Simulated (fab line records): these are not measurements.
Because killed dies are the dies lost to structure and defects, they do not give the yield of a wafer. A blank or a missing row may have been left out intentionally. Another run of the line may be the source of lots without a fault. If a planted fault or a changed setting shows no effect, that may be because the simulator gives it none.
A struck lot beside a sound one :: flow sky130 :: 14 out of 708 route steps
Sound: these wafers, L641.1, L641.2, L641.3. The struck wafers were L649.1, L649.5, L649.6. At the end, the cause is stated.
For every step that has rows: the tool of each side, followed by ch and its chambers, followed by its first start. Under that, the readings that differ: sound wafers :: struck wafers :: difference of the means :: sigmas: that difference in standard deviations of wafers without a fault.
alike: a reading whose means differ by less than 2 such deviations, as well as words and numbers matching on both sides. not compared: withheld readings; readings where some wafer has no value; bounds like >300 that might hide an equal value; numbers whose values overlap and for which the record gives no deviation.
The two part at a step that has a row with sigmas, a row that says differs or no value, or rows on one side only. When numbers do not overlap yet have no deviation, they are printed without sigmas and do not part them. A reading that every wafer of one side lacks parts them only if that side has two wafers or more.

first, 8 steps without rows for these wafers: SKY_METAL4_DEHYDRATE_05 (time 60 s); SKY_METAL4_HMDS_06 (prime time 60 s); SKY_METAL4_COAT_07 (resist thk 60 nm); SKY_METAL4_COAT_08 (resist thk 1140 nm); SKY_METAL4_SOFTBAKE_09 (time 90 s); SKY_METAL4_EXPOSE_10 (exposes mask MM4, target cd 300 nm); SKY_METAL4_PEB_11; SKY_METAL4_DEVELOP_12 (develop time 60 s).
SKY_METAL4_CD_MEAS_13: the cd target is 300 nm.
  sound on cdSem-01, day 42 16:37; struck on cdSem-02, day 45 01:20
  alike: cdNm
SKY_METAL4_OVL_MEAS_14:
  sound on overlay-01, day 42 16:44; struck on overlay-02, day 45 01:28
  alike: METAL4_OVL
SKY_METAL4_DESCUM_15: chemistry O2, time 8 s.
  sound on rieMetal-04 ch 0,1, day 42 16:47; struck on rieMetal-02 ch 0,1, day 45 01:29
reading: oesProductAu (a.u.)
sound: 0.974 0.988 0.975
struck: 0.997 1.004 1.005
difference: +0.023
sigmas: +2
  alike: chamberPressureMTorr, drypumpMotorCurrentA
  not compared: rfHoursCounterH
SKY_METAL4_ETCH_16: etches BARC in N2/H2, stops on SiO2, time 88.2 s, target depth 60 nm.
  sound on rieMetal-04 ch 0,1, day 42 16:49; struck on rieMetal-02 ch 0,1, day 45 01:31
  alike: biasW, chamberPressureMTorr, drypumpMotorCurrentA, n2FlowSccm, oesProductAu, throttleValvePct
  not compared: rfHoursCounterH
SKY_METAL4_ETCH_17: etches SiO2 in C4F8/O2/Ar, stops on TiN, time 3.9 s, target depth 15 nm.
  sound on rieDiel-01 ch 0,2,3, day 42 16:55; struck on rieDiel-03 ch 0,3, day 45 01:37
  no value came back on the struck wafers for biasW (W), chamberPressureMTorr (mTorr), oesProductAu (a.u.), rfHoursCounterH (h); on the sound wafers biasW (W) reads 1201 1198 1201
SKY_METAL4_METAL_ETCH_18: etches the open film in Cl2/BCl3, stops on SiO2, target depth 845 nm, time 183.1 s.
  sound on rieMetal-03 ch 1, day 42 16:56; struck on rieMetal-03 ch 0, day 45 01:38
reading: drypumpMotorCurrentA (A)
sound: 6.05 6.07 6.03
struck: 5.35 5.38 5.38
difference: -0.68
sigmas: -3
  alike: bcl3FlowSccm, biasW, chamberPressureMTorr, oesProductAu, throttleValvePct
  not compared: rfHoursCounterH

WHERE THEY PART
First at SKY_METAL4_DESCUM_15; last, within this record, at SKY_METAL4_METAL_ETCH_18.

WHY: the cause the simulator had injected
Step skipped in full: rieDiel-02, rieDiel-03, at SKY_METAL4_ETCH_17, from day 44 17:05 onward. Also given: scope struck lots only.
